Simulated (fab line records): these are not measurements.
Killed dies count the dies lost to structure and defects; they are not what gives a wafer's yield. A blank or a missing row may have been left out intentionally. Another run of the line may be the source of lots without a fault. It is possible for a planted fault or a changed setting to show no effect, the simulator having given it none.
A lot that was struck, set against a sound lot ; flow sky130 ; 19 steps out of a route of 708
Sound: wafers L709.3, L709.4, L709.6. The struck wafers were L714.1, L714.3, L714.6. At the end, the cause is stated.
Each step with rows lists, per side, the tool, then ch with its chambers, then its first start. Under that, the readings that differ: sound wafers ; struck wafers ; difference of the means ; sigmas: that difference in standard deviations of wafers without a fault.
alike: words and numbers the same on both sides, and readings whose means are apart by under 2 such deviations; not compared: readings that were withheld, readings missing a value for some wafer, numbers with overlapping values and no deviation given by the record, and bounds like >300 which may hide the same value.
The two part at a step that has a row with sigmas, a row that says differs or no value, or rows on one side only. When numbers do not overlap yet have no deviation, they are printed without sigmas and do not part them. Lack of a reading on every wafer of one side parts them only where that side has two or more wafers.

first, 1 step without rows for these wafers: SKY_POLY_CUT_DEVELOP_07 (develop time 60 s).
SKY_POLY_CUT_CD_MEAS_08: the cd target is 270 nm.
  sound on cd-sem-02, day 24 13:31; struck on cd-sem-01, day 26 19:08
reading;sound;struck;difference;sigmas
cd-nm (nm);272.5 272.6 273.0;271.0 270.3 268.5;-2.8;-2
SKY_POLY_CUT_OVL_MEAS_09:
  sound on overlay-01, day 24 13:37; struck on overlay-01, day 26 19:15
  alike: POLY_CUT_OVL
SKY_POLY_CUT_ETCH_10: etches BARC in N2/H2, stops on SiO2, time 45.9 s, target depth 60 nm.
  sound on rie-diel-02 ch 2,3, day 24 13:38; struck on rie-diel-02 ch 0,2,3, day 26 19:17
  alike: drypump-motor-current-A, oes-product-au, throttle-valve-pct
  not compared: rf-hours-counter-h
SKY_POLY_CUT_ETCH_11: etches Si3N4 in CF4/CH2F2/Ar, stops on poly-Si, time 42.5 s, target depth 60 nm.
  sound on rie-diel-02 ch 2,3, day 24 13:40; struck on rie-diel-02 ch 0,2,3, day 26 19:20
  alike: drypump-motor-current-A, oes-product-au, throttle-valve-pct
  not compared: rf-hours-counter-h
SKY_POLY_CUT_STRIP_12: strips in O2/N2.
  sound on plasma-asher-01 ch 0,1, day 24 13:45; struck on plasma-asher-01 ch 0,1, day 26 19:22
reading;sound;struck;difference;sigmas
strip-time-to-endpoint-s (s);5.332 5.334 5.321;5.362 5.389 5.394;+0.053;+3
  alike: drypump-motor-current-A, oes-product-au
  not compared: rf-hours-counter-h
then, 6 steps without rows for these wafers: SKY_SD_P_DEHYDRATE_00 (time 60 s); SKY_SD_P_HMDS_01 (prime time 60 s); SKY_SD_P_COAT_02 (resist thk 1140 nm); SKY_SD_P_SOFTBAKE_03 (time 60 s); SKY_SD_P_EXPOSE_04 (exposes mask PSDM, target cd 380 nm); SKY_SD_P_PEB_05.
SKY_SD_P_DEVELOP_06: develop time 60 s.
  sound on litho-track-02 ch 0, day 25 17:50; struck on litho-track-02 ch 0, day 27 23:26
SKY_SD_P_OVL_MEAS_08:
  sound on overlay-01, day 25 18:04; struck on overlay-01, day 27 23:43
  alike: SD_P_OVL
next, for these wafers, 1 step has no rows: SKY_SD_P_IMPLANT_09.
SKY_SD_P_STRIP_10: strips in O2/N2.
  sound on plasma-asher-03 ch 0,1, day 25 18:16; struck on plasma-asher-02 ch 0,1, day 27 23:53
  alike: drypump-motor-current-A, oes-product-au, strip-time-to-endpoint-s
  not compared: rf-hours-counter-h
SKY_SD_P_TW_MEAS_11:
  sound on film-metro-02, day 25 18:22; struck on film-metro-02, day 27 23:59
reading;sound;struck;difference;sigmas
SD_P_TW;2862 2853 2851;30 30 30;-2825;-99 or more
then, 1 step without rows for these wafers: SKY_RES_XHIGH_DEHYDRATE_00 (time 60 s).
-- record jumps: 20 days separate the struck wafers' starts on either side; left off in module RES_XHIGH, taken up again in module PAD_OPEN, whose first shown step is the route's number 708 --
SKY_PAD_OPEN_PROBE_99:
  the record has rows for the struck wafers here (prober-01, day 47 16:05) and none for the sound ones

== WHERE THEY PART ==
At SKY_POLY_CUT_CD_MEAS_08 first; at SKY_PAD_OPEN_PROBE_99 last (within this record only).

WHY: the cause the simulator had injected
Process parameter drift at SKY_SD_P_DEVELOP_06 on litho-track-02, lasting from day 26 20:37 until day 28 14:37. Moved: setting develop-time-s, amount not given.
